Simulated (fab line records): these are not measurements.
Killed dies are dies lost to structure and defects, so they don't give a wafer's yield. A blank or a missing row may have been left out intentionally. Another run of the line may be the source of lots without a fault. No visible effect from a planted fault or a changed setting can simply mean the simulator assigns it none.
Struck lot and sound lot, side by side || flow sky130 || 15 out of 708 route steps
Sound: these wafers, L742.1, L742.4, L742.5. The struck wafers were L752.3, L752.4, L752.5. The cause is named last.
Each step with rows lists, per side, the tool, then ch with its chambers, then its first start. Under that, the readings that differ: sound wafers || struck wafers || difference of the means || sigmas: that difference in standard deviations of wafers without a fault.
alike: words and numbers the same on both sides, and readings whose means are apart by under 2 such deviations; not compared: readings that were withheld, readings missing a value for some wafer, numbers with overlapping values and no deviation given by the record, and bounds like >300 which may hide the same value.
The two part at a step that has a row with sigmas, a row that says differs or no value, or rows on one side only. When numbers do not overlap yet have no deviation, they are printed without sigmas and do not part them. A reading missing from all wafers of one side parts the sides only when that side holds two or more wafers.

first, 2 steps without rows for these wafers: SKY_NWELL_IMPLANT_12; SKY_NWELL_IMPLANT_13.
SKY_NWELL_STRIP_14: strips in O2/N2.
  sound on plasma_asher-04 ch 0,1, day 4 11:28; struck on plasma_asher-01 ch 0,1, day 7 08:23
  alike: drypump_motor_current_A, oes_product_au, strip_time_to_endpoint_s
  not compared: rf_hours_counter_h
SKY_NWELL_TW_MEAS_15:
  struck on film_metro-03, day 7 08:28; sound on film_metro-03, day 4 11:34
  alike: NWELL_TW
then, 7 steps without rows for these wafers: SKY_NWELL_DEHYDRATE_16 (time 60 s); SKY_NWELL_HMDS_17 (prime time 60 s); SKY_NWELL_COAT_18 (resist thk 3000 nm); SKY_NWELL_SOFTBAKE_19; SKY_NWELL_EXPOSE_20 (exposes mask NWM COMPLEMENT, target cd 840 nm); SKY_NWELL_PEB_21; SKY_NWELL_DEVELOP_22 (develop time 60 s).
SKY_NWELL_OVL_MEAS_23:
  struck on overlay-01, day 8 04:19; sound on overlay-02, day 5 02:38
  alike: NWELL_01_OVL
SKY_NWELL_IMPLANT_24:
  sound on implanter-04 ch 0, day 5 02:40; struck on implanter-02 ch 0, day 8 04:23
{"reading": "beam_energy_keV", "sound": "139.93 139.95 139.92", "struck": "153.91 153.86 153.93", "difference": "+13.97", "sigmas": "+99 or more"}
{"reading": "model.implant.drp_nm (nm)", "sound": "95.47 95.47 95.47", "struck": "98.99 98.99 98.99", "difference": "+3.52", "sigmas": ""}
SKY_NWELL_STRIP_25: strips in O2/N2.
  sound on plasma_asher-01 ch 0,1, day 5 02:49; struck on plasma_asher-04 ch 0,1, day 8 04:32
  alike: drypump_motor_current_A, oes_product_au, strip_time_to_endpoint_s
  not compared: rf_hours_counter_h
-- the record jumps here: 41 days lie between the struck wafers' starts before and after (it left off in module NWELL and takes up again in module PAD_OPEN, whose first step shown is number 708 of the route) --
SKY_PAD_OPEN_PROBE_99:
  struck on prober-01, day 48 23:58; sound on prober-02, day 46 11:51
{"reading": "killed_short", "sound": "32 36 54", "struck": "20 29 24", "difference": -16, "sigmas": -3}
{"reading": "model.etest.res_iso_pwell.rs_ohm_sq", "sound": "3086 2608 3092", "struck": "2279 2328 2360", "difference": -606, "sigmas": ""}
{"reading": "model.etest.res_iso_pwell.line_ohm_um", "sound": "1157 975.4 1177", "struck": "845.8 869.6 883.3", "difference": -236.9, "sigmas": ""}
{"reading": "model.etest.res_deep_nwell.rs_ohm_sq", "sound": "2225 2266 2236", "struck": "2328 2290 2284", "difference": "+58", "sigmas": ""}
{"reading": "model.etest.tip_n_5v.rs_ohm_sq", "sound": "1363 1373 1365", "struck": "1344 1338 1359", "difference": -20, "sigmas": ""}
{"reading": "model.etest.res_nwell.width_nm (nm)", "sound": "821.8 819 824.6", "struck": "811.8 812.3 808.8", "difference": -10.8, "sigmas": ""}
  alike: killed_at_M0_to_M3, killed_at_M4_up, killed_at_contacts, killed_at_front_end, killed_at_other, killed_dies, killed_open
  not compared: model.etest.pfet_16v.r_on_ohm_um, model.etest.res_deep_nwell.line_ohm_um, model.etest.pfet_16v.drive_ua_um

WHERE THEY PART
At SKY_NWELL_IMPLANT_24 first; at SKY_PAD_OPEN_PROBE_99 last (within this record only).

WHY: what the simulator had put in
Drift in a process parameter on implanter-02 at SKY_NWELL_IMPLANT_24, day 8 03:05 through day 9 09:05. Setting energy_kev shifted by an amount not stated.
